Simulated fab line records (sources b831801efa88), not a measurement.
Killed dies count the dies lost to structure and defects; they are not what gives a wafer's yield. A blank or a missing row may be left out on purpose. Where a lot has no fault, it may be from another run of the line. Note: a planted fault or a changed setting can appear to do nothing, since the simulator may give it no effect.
Which of the tools did it? || flow sky130 || 36 wafers sampled from 12 lots at 1 step of a route of 708

## WHAT EACH GAUGE READ, for each wafer
SKY_NWELL_OVL_MEAS_10.
{"lot": "L075", "measured": "day 4 18:11", "on": "overlay-01", "NWELL_00_OVL (nm)": "-0.5 -0.4 0.6"}
{"lot": "L077", "measured": "day 5 07:20", "on": "overlay-02", "NWELL_00_OVL (nm)": "4.2 4.1 3.4"}
{"lot": "L079", "measured": "day 5 17:05", "on": "overlay-01", "NWELL_00_OVL (nm)": "1.3 0.4 -0.3"}
{"lot": "L081", "measured": "day 6 05:31", "on": "overlay-02", "NWELL_00_OVL (nm)": "1.3 2.2 -0.2"}
{"lot": "L083", "measured": "day 6 16:19", "on": "overlay-02", "NWELL_00_OVL (nm)": "0.7 -0.5 1.7"}
{"lot": "L085", "measured": "day 7 04:55", "on": "overlay-02", "NWELL_00_OVL (nm)": "2.3 3.0 2.3"}
{"lot": "L087", "measured": "day 7 16:16", "on": "overlay-01", "NWELL_00_OVL (nm)": "0.9 1.1 1.3"}
{"lot": "L089", "measured": "day 8 07:04", "on": "overlay-01", "NWELL_00_OVL (nm)": "1.3 -0.7 2.2"}
{"lot": "L091", "measured": "day 8 16:01", "on": "overlay-01", "NWELL_00_OVL (nm)": "1.0 2.5 2.2"}
{"lot": "L093", "measured": "day 9 04:53", "on": "overlay-02", "NWELL_00_OVL (nm)": "0.5 1.9 0.4"}
{"lot": "L095", "measured": "day 9 14:06", "on": "overlay-02", "NWELL_00_OVL (nm)": "0.1 0.9 0.5"}
{"lot": "L097", "measured": "day 10 04:20", "on": "overlay-02", "NWELL_00_OVL (nm)": "0.2 0.6 0.1"}

## EACH LOT AND THE TOOL THAT RAN IT (in order: tool; ch and the chambers of the sampled wafers; start)
There is no process step in the record ahead of these readings.

## THE ANSWER, worked out from the rows above alone
Rule: the usual values come from the lots themselves. Put in order of their means at a reading, lots are off if they are a third of the lots or fewer, leave a main group of 4 or more, and stand apart from it by a gap of 3 or more times the standard deviation of the main group's means; of several such gaps the widest counts. A main group whose means are all the same, to the digits that the tables above print for the reading, isn't used. A lot without any number at a reading at which 4 lots or more have one is off too. All remaining lots with rows at the step are treated as sound.
No lot is off at any reading shown: from this, nothing can be told.

## WHAT WAS PUT IN BY THE SIMULATOR
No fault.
